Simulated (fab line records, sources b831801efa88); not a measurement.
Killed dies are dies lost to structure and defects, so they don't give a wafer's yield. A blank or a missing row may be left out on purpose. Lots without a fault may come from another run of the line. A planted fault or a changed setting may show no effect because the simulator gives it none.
Which tool did it? | flow gf180mcu | 7 lots, 21 wafers sampled, at 3 steps of a route of 602

WHAT THE GAUGES READ, wafer by wafer
GF_VT_IMPLANT_RS_MEAS_48: measures by four-point-probe.
lot  | measured     | on            | LVPWELL_RS (ohm/sq)
L995 | day 8 02:33  | film_metro-02 | 1198 1200 1199
L998 | day 8 23:40  | film_metro-01 | 1193 1198 1195
L101 | day 9 18:50  | film_metro-02 | 1198 1195 1198
L103 | day 10 05:34 | film_metro-02 | 1198 1202 1201
L109 | day 12 06:55 | film_metro-04 | 1200 1197 1199
L111 | day 12 15:01 | film_metro-02 | 1201 1201 1201
L115 | day 13 19:56 | film_metro-04 | 1201 1202 1201

WHICH TOOL RAN EACH LOT (tool, then ch and the chambers of the sampled wafers, then the start)
lot  | GF_VT_IMPLANT_STRIP_20               | GF_VT_IMPLANT_STRIP_42
L995 | plasma_asher-01 ch 0,1, day 6 17:46  | plasma_asher-01 ch 0,1, day 8 01:58
L998 | plasma_asher-04 ch 0,1, day 7 13:47  | plasma_asher-02 ch 0,1, day 8 23:07
L101 | plasma_asher-02 ch 0,1, day 8 08:40  | plasma_asher-01 ch 0,1, day 9 18:17
L103 | plasma_asher-02 ch 0,1, day 8 18:58  | plasma_asher-01 ch 0,1, day 10 05:01
L109 | plasma_asher-02 ch 0,1, day 10 17:05 | plasma_asher-01 ch 0,1, day 12 06:21
L111 | plasma_asher-01 ch 0,1, day 11 00:35 | plasma_asher-02 ch 0,1, day 12 14:28
L115 | plasma_asher-01 ch 0,1, day 12 04:23 | plasma_asher-04 ch 0,1, day 13 19:14
- GF_VT_IMPLANT_STRIP_20: strips in O2/N2.
- GF_VT_IMPLANT_STRIP_42: strips in O2/N2.

THE ANSWER, worked out from the rows above alone
Rule: what is usual is taken from the lots themselves. Put in order of their means at a reading, lots are off if they are a third of the lots or fewer, leave a main group of 4 or more, and stand apart from it by a gap of 3 or more times the standard deviation of the main group's means; of several such gaps the widest counts. A main group whose means are all the same, to the digits that the tables above print for the reading, isn't used. A lot without any number at a reading at which 4 lots or more have one is off too. The other lots that the step has rows for count as sound.
No lot is off at any reading shown: from this, nothing can be told.

WHAT THE SIMULATOR HAD PUT IN
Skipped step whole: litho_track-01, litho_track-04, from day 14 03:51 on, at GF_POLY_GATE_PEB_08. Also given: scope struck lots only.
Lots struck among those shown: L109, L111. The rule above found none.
